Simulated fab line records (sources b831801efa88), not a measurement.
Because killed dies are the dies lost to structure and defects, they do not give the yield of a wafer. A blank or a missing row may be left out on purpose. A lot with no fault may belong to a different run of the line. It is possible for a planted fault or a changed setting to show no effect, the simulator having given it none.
Which of the tools did it? | flow gf180mcu | Sampling: 6 lots, 18 wafers, 3 of 602 route steps

## WHAT THE GAUGES SHOWED, per wafer
GF_V2_CD_MEAS_14: the cd target is 260 nm.
lot  | measured     | on        | cd_nm (nm)
L318 | day 21 01:59 | cd_sem-01 | 260.1 260.4 260.1
L323 | day 23 00:17 | cd_sem-01 | 257.6 258.7 257.3
L325 | day 23 20:20 | cd_sem-01 | 261.6 260.8 260.5
L330 | day 25 04:40 | cd_sem-02 | 262.1 262.9 263.1
L333 | day 26 04:53 | cd_sem-02 | 249.9 250.8 250.5
L338 | day 27 17:44 | cd_sem-01 | 261.3 260.3 260.7

## TOOL THAT RAN EACH LOT (tool first, then ch and the chambers of the sampled wafers, then the start)
lot  | GF_V2_CVD_02                    | GF_V2_SOFTBAKE_10
L318 | pecvd-02 ch 1,2, day 20 00:58   | litho_track-03 ch 0, day 20 13:00
L323 | pecvd-04 ch 0,2, day 22 00:58   | litho_track-03 ch 0, day 22 12:00
L325 | pecvd-01 ch 0,1, day 22 20:31   | litho_track-03 ch 0, day 23 08:00
L330 | pecvd-02 ch 1,2, day 24 06:56   | litho_track-04 ch 0, day 24 18:00
L333 | pecvd-04 ch 0,1,2, day 25 07:01 | litho_track-04 ch 0, day 25 18:00
L338 | pecvd-04 ch 0,1,2, day 26 21:34 | litho_track-02 ch 0, day 27 07:00
- GF_V2_CVD_02: deposits SiO2 from TEOS, target thk 850 nm, time 94.851 s.
- GF_V2_SOFTBAKE_10: time 60 s.

## THE ANSWER, worked out from the rows above alone
Rule: the usual values come from the lots themselves. The widest of any qualifying gaps counts: lots, ordered by their means at a reading, are off when they make up no more than a third of the lots, leave a main group of 4 or more, and stand apart from it by 3 or more times the standard deviation of that group's means. If all means in a main group match to the digits the tables above print for the reading, that group is not used. A lot without any number at a reading at which 4 lots or more have one is off too. Where the step has rows for the other lots, those lots are counted as sound.
Off: L333 (GF_V2_CD_MEAS_14, cd_nm). Mean 260.5 nm and standard deviation 1.6 in the main group.
If a tool, at a process step before that reading, ran all the lots that are off and no sound lot after the first of them, it fits. Those tools and the gauges at GF_V2_CD_MEAS_14 are tried in the same way. Undecided on this evidence; 2 tools fit (litho_track-04 at GF_V2_SOFTBAKE_10, cd_sem-02 at GF_V2_CD_MEAS_14).

## WHAT WAS PUT IN BY THE SIMULATOR
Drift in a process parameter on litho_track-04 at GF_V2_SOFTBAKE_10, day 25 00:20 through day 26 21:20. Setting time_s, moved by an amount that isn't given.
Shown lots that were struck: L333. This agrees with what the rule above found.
